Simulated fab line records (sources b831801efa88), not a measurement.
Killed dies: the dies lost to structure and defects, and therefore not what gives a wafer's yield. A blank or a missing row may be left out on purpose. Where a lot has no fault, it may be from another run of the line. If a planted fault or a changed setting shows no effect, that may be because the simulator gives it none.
The tool behind it: which one?    flow sky130    10 lots, 30 wafers sampled, at 2 steps of a route of 708

## WHAT THE GAUGES READ, wafer by wafer
SKY_GATE_OXIDE_OVL_MEAS_10.
lot   measured      on          GATE_OXIDE_OVL (nm)
L398  day 14 12:17  overlay-01  0.0 -2.9 -0.9
L399  day 14 14:05  overlay-01  0.7 -1.0 -1.6
L408  day 17 22:57  overlay-01  -0.4 0.8 0.7
L410  day 18 14:58  overlay-01  1.1 -0.5 1.6
L412  day 19 19:27  overlay-02  0.3 -0.2 0.9
L413  day 20 00:32  overlay-02  -1.8 -1.0 -1.2
L414  day 20 05:02  overlay-01  1.2 1.0 1.7
L415  day 20 14:42  overlay-02  -0.4 0.8 2.1
L416  day 20 23:41  overlay-02  -1.4 1.0 -0.6
L418  day 21 12:02  overlay-01  -1.8 -0.1 -0.2

## WHAT TOOL EACH LOT RAN ON (gives the tool, then ch and the chambers of the sampled wafers, and finally the start)
lot   SKY_SONOS_ONO_ETCH_15
L398  rieDiel-03 ch 0,2,3, day 13 07:57
L399  rieDiel-01 ch 0,3, day 13 10:32
L408  rieDiel-02 ch 2,3, day 16 14:50
L410  rieDiel-01 ch 0,1,3, day 17 05:59
L412  rieDiel-02 ch 0,3, day 18 10:03
L413  rieDiel-01 ch 0,2,3, day 18 15:38
L414  rieDiel-02 ch 1,3, day 18 17:44
L415  rieDiel-02 ch 0,3, day 19 05:20
L416  rieDiel-02 ch 1,2,3, day 19 15:05
L418  rieDiel-02 ch 0,1,2, day 20 02:59
- SKY_SONOS_ONO_ETCH_15: etches the open film in CHF3/O2, target depth 19.52 nm, time 7.8 s.

## THE ANSWER, worked out from the rows above alone
Rule: usual is defined by the lots themselves. The widest of any qualifying gaps counts: lots, ordered by their means at a reading, are off when they make up no more than a third of the lots, leave a main group of 4 or more, and stand apart from it by 3 or more times the standard deviation of that group's means. Not used: any main group whose means are identical at the precision the tables above print for the reading. A lot without any number at a reading at which 4 lots or more have one is off too. All remaining lots with rows at the step are treated as sound.
No lot is off on any of the readings shown, so nothing can be concluded from this.

## WHAT THE SIMULATOR HAD INSERTED
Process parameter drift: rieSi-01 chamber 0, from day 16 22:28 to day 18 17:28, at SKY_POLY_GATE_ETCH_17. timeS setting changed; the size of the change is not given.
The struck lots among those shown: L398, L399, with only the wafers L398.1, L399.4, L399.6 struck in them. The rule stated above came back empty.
